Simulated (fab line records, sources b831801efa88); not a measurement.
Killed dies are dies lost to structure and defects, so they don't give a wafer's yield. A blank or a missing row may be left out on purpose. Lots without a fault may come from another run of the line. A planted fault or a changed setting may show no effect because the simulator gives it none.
Which tool did it? | flow gf180mcu | 24 lots, 72 wafers sampled, at 6 steps of a route of 602

WHAT THE GAUGES READ, wafer by wafer
GF_M1_RS_MEAS_05: measures by four-point-probe.
lot  | measured     | on            | M1_ALCU_RS (ohm/sq)
L074 | day 16 12:10 | film_metro-01 | 0.0704 0.0702 0.0704
L076 | day 16 19:17 | film_metro-03 | 0.0699 0.0691 0.0697
L075 | day 17 00:26 | film_metro-02 | 0.0694 0.0693 0.0690
L077 | day 17 04:05 | film_metro-01 | 0.0707 0.0704 0.0695
L078 | day 17 17:01 | film_metro-01 | 0.0699 0.0698 0.0699
L079 | day 18 02:45 | film_metro-02 | 0.0694 0.0688 0.0695
L080 | day 18 12:13 | film_metro-03 | 0.0688 0.0683 0.0691
L081 | day 18 14:23 | film_metro-01 | 0.0703 0.0698 0.0701
L082 | day 18 22:11 | film_metro-02 | 0.0697 0.0700 0.0704
L083 | day 19 13:26 | film_metro-01 | 0.0693 0.0691 0.0687
L084 | day 19 21:30 | film_metro-03 | 0.0686 0.0680 0.0681
L085 | day 20 04:38 | film_metro-03 | 0.0693 0.0694 0.0689
L086 | day 20 12:48 | film_metro-01 | 0.0698 0.0698 0.0683
L087 | day 21 05:06 | film_metro-01 | 0.0687 0.0684 0.0689
L088 | day 21 15:31 | film_metro-03 | 0.0698 0.0702 0.0704
L089 | day 22 00:34 | film_metro-02 | 0.0701 0.0701 0.0697
L090 | day 22 03:56 | film_metro-01 | 0.0706 0.0701 0.0703
L091 | day 22 09:44 | film_metro-03 | 0.0696 0.0690 0.0703
L092 | day 22 20:23 | film_metro-03 | 0.0690 0.0698 0.0707
L093 | day 23 05:32 | film_metro-02 | 0.0704 0.0708 0.0708
L094 | day 23 11:58 | film_metro-03 | 0.0698 0.0688 0.0692
L095 | day 23 13:52 | film_metro-01 | 0.0695 0.0693 0.0703
L096 | day 24 07:11 | film_metro-03 | 0.0689 0.0691 0.0684
L097 | day 24 08:34 | film_metro-03 | 0.0689 0.0692 0.0688

GF_V2_BOW_MEAS_05.
lot  | measured     | on            | V2_BOW (um)
L074 | day 19 14:35 | film_metro-04 | 102 97 97
L076 | day 19 22:22 | film_metro-04 | 99 98 98
L075 | day 20 02:28 | film_metro-04 | 111 115 108
L077 | day 20 08:02 | film_metro-01 | 95 90 88
L078 | day 20 22:56 | film_metro-01 | 102 105 109
L079 | day 21 07:23 | film_metro-01 | 97 92 97
L080 | day 21 17:23 | film_metro-01 | 97 112 108
L081 | day 21 19:26 | film_metro-02 | 108 116 102
L082 | day 22 02:52 | film_metro-04 | 103 111 116
L083 | day 22 17:25 | film_metro-02 | 106 103 106
L084 | day 23 02:26 | film_metro-04 | 87 101 98
L085 | day 23 07:58 | film_metro-02 | 91 96 96
L086 | day 23 15:19 | film_metro-02 | 77 94 81
L087 | day 24 06:41 | film_metro-04 | 107 104 107
L088 | day 24 15:55 | film_metro-01 | 104 97 110
L089 | day 25 01:26 | film_metro-01 | 98 86 89
L090 | day 25 03:42 | film_metro-01 | 99 101 92
L091 | day 25 09:02 | film_metro-01 | 99 96 104
L092 | day 25 19:19 | film_metro-02 | 93 95 109
L093 | day 26 03:29 | film_metro-04 | 97 103 97
L094 | day 26 10:46 | film_metro-02 | 104 106 100
L095 | day 26 10:52 | film_metro-01 | 107 113 105
L096 | day 27 02:43 | film_metro-02 | 102 109 98
L097 | day 27 04:14 | film_metro-02 | 92 103 98

GF_V3_BOW_MEAS_05.
lot  | measured     | on            | V3_BOW (um)
L074 | day 21 19:20 | film_metro-01 | 118 115 115
L076 | day 22 02:18 | film_metro-04 | 112 109 109
L075 | day 22 05:53 | film_metro-04 | 128 131 125
L077 | day 22 10:11 | film_metro-01 | 116 111 108
L078 | day 23 02:08 | film_metro-01 | 121 126 127
L079 | day 23 09:31 | film_metro-03 | 118 113 116
L080 | day 23 18:29 | film_metro-01 | 111 125 120
L081 | day 23 19:38 | film_metro-03 | 130 137 124
L082 | day 24 03:19 | film_metro-03 | 121 133 136
L083 | day 24 16:53 | film_metro-01 | 125 123 126
L084 | day 25 02:03 | film_metro-01 | 102 115 113
L085 | day 25 07:31 | film_metro-04 | 111 115 116
L086 | day 25 14:14 | film_metro-04 | 98 114 101
L087 | day 26 05:14 | film_metro-01 | 122 118 121
L088 | day 26 13:58 | film_metro-03 | 117 110 124
L089 | day 26 22:10 | film_metro-04 | 119 107 112
L090 | day 27 00:23 | film_metro-01 | 122 126 114
L091 | day 27 05:37 | film_metro-04 | 116 112 123
L092 | day 27 15:16 | film_metro-04 | 108 110 125
L093 | day 27 23:21 | film_metro-01 | 108 116 111
L094 | day 28 05:46 | film_metro-01 | 123 126 120
L095 | day 28 05:42 | film_metro-03 | 118 125 117
L096 | day 28 21:19 | film_metro-01 | 122 130 119
L097 | day 28 23:03 | film_metro-03 | 111 123 118

GF_V5_RS_MEAS_24: measures by four-point-probe.
lot  | measured     | on            | V5_W_RS (ohm/sq)
L074 | day 27 13:17 | film_metro-04 | 0.327 0.326 0.327
L076 | day 27 20:59 | film_metro-04 | 0.324 0.331 0.325
L075 | day 27 22:34 | film_metro-01 | 0.318 0.327 0.332
L077 | day 28 03:43 | film_metro-04 | 0.320 0.320 0.332
L078 | day 28 14:02 | film_metro-01 | 0.336 0.336 0.338
L079 | day 28 21:50 | film_metro-03 | 0.318 0.320 0.321
L080 | day 29 05:06 | film_metro-03 | 0.329 0.334 0.325
L081 | day 29 07:23 | film_metro-03 | 0.329 0.337 0.334
L082 | day 29 13:43 | film_metro-03 | 0.333 0.324 0.322
L083 | day 30 02:36 | film_metro-03 | 0.330 0.325 0.331
L084 | day 30 07:17 | film_metro-01 | 0.331 0.323 0.336
L085 | day 30 14:49 | film_metro-03 | 0.320 0.332 0.321
L086 | day 30 18:40 | film_metro-04 | 0.335 0.333 0.328
L087 | day 31 08:02 | film_metro-03 | 0.337 0.333 0.327
L088 | day 31 15:34 | film_metro-01 | 0.326 0.321 0.328
L089 | day 32 00:05 | film_metro-03 | 0.321 0.333 0.332
L090 | day 32 01:22 | film_metro-04 | 0.331 0.330 0.330
L091 | day 32 05:49 | film_metro-01 | 0.330 0.328 0.325
L092 | day 32 13:31 | film_metro-03 | 0.321 0.333 0.324
L093 | day 32 21:40 | film_metro-03 | 0.328 0.322 0.331
L094 | day 33 02:13 | film_metro-01 | 0.327 0.328 0.334
L095 | day 33 02:31 | film_metro-04 | 0.322 0.331 0.320
L096 | day 33 14:04 | film_metro-03 | 0.326 0.321 0.321
L097 | day 33 15:04 | film_metro-01 | 0.328 0.333 0.327

GF_TOP_METAL_THK_MEAS_06: measures by xrf.
lot  | measured     | on            | TOP_METAL_ALCU_THK (nm)
L074 | day 27 14:05 | film_metro-04 | 932 934 927
L076 | day 27 21:49 | film_metro-04 | 911 917 917
L075 | day 27 23:23 | film_metro-04 | 945 936 946
L077 | day 28 04:32 | film_metro-03 | 906 898 894
L078 | day 28 14:50 | film_metro-02 | 899 910 901
L079 | day 28 22:40 | film_metro-04 | 919 925 938
L080 | day 29 05:55 | film_metro-03 | 919 930 918
L081 | day 29 08:11 | film_metro-02 | 916 925 910
L082 | day 29 14:32 | film_metro-03 | 926 931 931
L083 | day 30 03:25 | film_metro-02 | 914 904 905
L084 | day 30 08:05 | film_metro-02 | 912 909 905
L085 | day 30 15:38 | film_metro-03 | 911 916 908
L086 | day 30 19:29 | film_metro-03 | 922 927 929
L087 | day 31 08:50 | film_metro-02 | 904 900 906
L088 | day 31 16:23 | film_metro-02 | 906 899 919
L089 | day 32 00:54 | film_metro-03 | 907 920 925
L090 | day 32 02:24 | film_metro-03 | 911 909 909
L091 | day 32 06:40 | film_metro-02 | 925 921 929
L092 | day 32 14:20 | film_metro-04 | 913 924 925
L093 | day 32 22:29 | film_metro-03 | 908 921 924
L094 | day 33 03:02 | film_metro-02 | 925 908 926
L095 | day 33 03:20 | film_metro-03 | 908 920 917
L096 | day 33 14:53 | film_metro-03 | 906 910 912
L097 | day 33 15:53 | film_metro-03 | 924 917 928

WHICH TOOL RAN EACH LOT (tool, then ch and the chambers of the sampled wafers, then the start)
lot  | GF_M3_SPUTTER_02
L074 | pvd_sputter-04, day 20 17:01
L076 | pvd_sputter-02, day 21 00:44
L075 | pvd_sputter-02, day 21 04:30
L077 | pvd_sputter-04, day 21 09:38
L078 | pvd_sputter-04, day 22 01:18
L079 | pvd_sputter-03, day 22 09:20
L080 | pvd_sputter-02, day 22 18:21
L081 | pvd_sputter-04, day 22 20:00
L082 | pvd_sputter-03, day 23 03:20
L083 | pvd_sputter-02, day 23 17:44
L084 | pvd_sputter-03, day 24 02:42
L085 | pvd_sputter-02, day 24 08:11
L086 | pvd_sputter-04, day 24 15:15
L087 | pvd_sputter-04, day 25 06:45
L088 | pvd_sputter-04, day 25 15:34
L089 | pvd_sputter-03, day 26 00:38
L090 | pvd_sputter-04, day 26 02:30
L091 | pvd_sputter-02, day 26 07:40
L092 | pvd_sputter-03, day 26 17:36
L093 | pvd_sputter-03, day 27 02:02
L094 | pvd_sputter-02, day 27 08:29
L095 | pvd_sputter-03, day 27 08:46
L096 | pvd_sputter-02, day 28 00:31
L097 | pvd_sputter-02, day 28 02:35
- GF_M3_SPUTTER_02: material AlCu, target thk 450 nm, time 23.9 s.

WHAT THE TOOLS THEMSELVES READ (means of the sampled wafers that have a number; where no wafer has one, the mark that the record gives instead)
GF_M3_SPUTTER_02.
lot  | tool           | chamber_pressure_pa (Pa) | throttle_valve_pct (%)
L074 | pvd_sputter-04 | 0.4002                   | 30.0
L076 | pvd_sputter-02 | 0.3997                   | 29.2
L075 | pvd_sputter-02 | 0.4011                   | 29.9
L077 | pvd_sputter-04 | 0.3997                   | 29.4
L078 | pvd_sputter-04 | 0.4003                   | 29.6
L079 | pvd_sputter-03 | 0.4001                   | 29.4
L080 | pvd_sputter-02 | 0.4002                   | 29.2
L081 | pvd_sputter-04 | 0.3995                   | 28.9
L082 | pvd_sputter-03 | 0.3995                   | 30.7
L083 | pvd_sputter-02 | 0.3990                   | 29.1
L084 | pvd_sputter-03 | 0.3998                   | 30.5
L085 | pvd_sputter-02 | 0.4002                   | 29.4
L086 | pvd_sputter-04 | 0.4001                   | 30.7
L087 | pvd_sputter-04 | 0.4005                   | 29.4
L088 | pvd_sputter-04 | 0.3996                   | 30.3
L089 | pvd_sputter-03 | 0.4005                   | 30.1
L090 | pvd_sputter-04 | 0.4008                   | 29.5
L091 | pvd_sputter-02 | 0.4001                   | 29.9
L092 | pvd_sputter-03 | 0.4000                   | 30.6
L093 | pvd_sputter-03 | 0.3997                   | 30.0
L094 | pvd_sputter-02 | 0.3990                   | 30.4
L095 | pvd_sputter-03 | 0.4000                   | 29.3
L096 | pvd_sputter-02 | 0.4004                   | 29.9
L097 | pvd_sputter-02 | 0.3997                   | 29.7

THE ANSWER, worked out from the rows above alone
Rule: what is usual is taken from the lots themselves. Put in order of their means at a reading, lots are off if they are a third of the lots or fewer, leave a main group of 4 or more, and stand apart from it by a gap of 3 or more times the standard deviation of the main group's means; of several such gaps the widest counts. A main group whose means are all the same, to the digits that the tables above print for the reading, isn't used. A lot without any number at a reading at which 4 lots or more have one is off too. The other lots that the step has rows for count as sound. The gauges are gone through in route order, then the tools' own readings, and for those a lot's mean is taken as printed above. The first step at which some lot is off is used, and at that step the reading that is off furthest; a lot without a number counts as furthest.
No lot is off at any reading shown: from this, nothing can be told.

WHAT THE SIMULATOR HAD PUT IN
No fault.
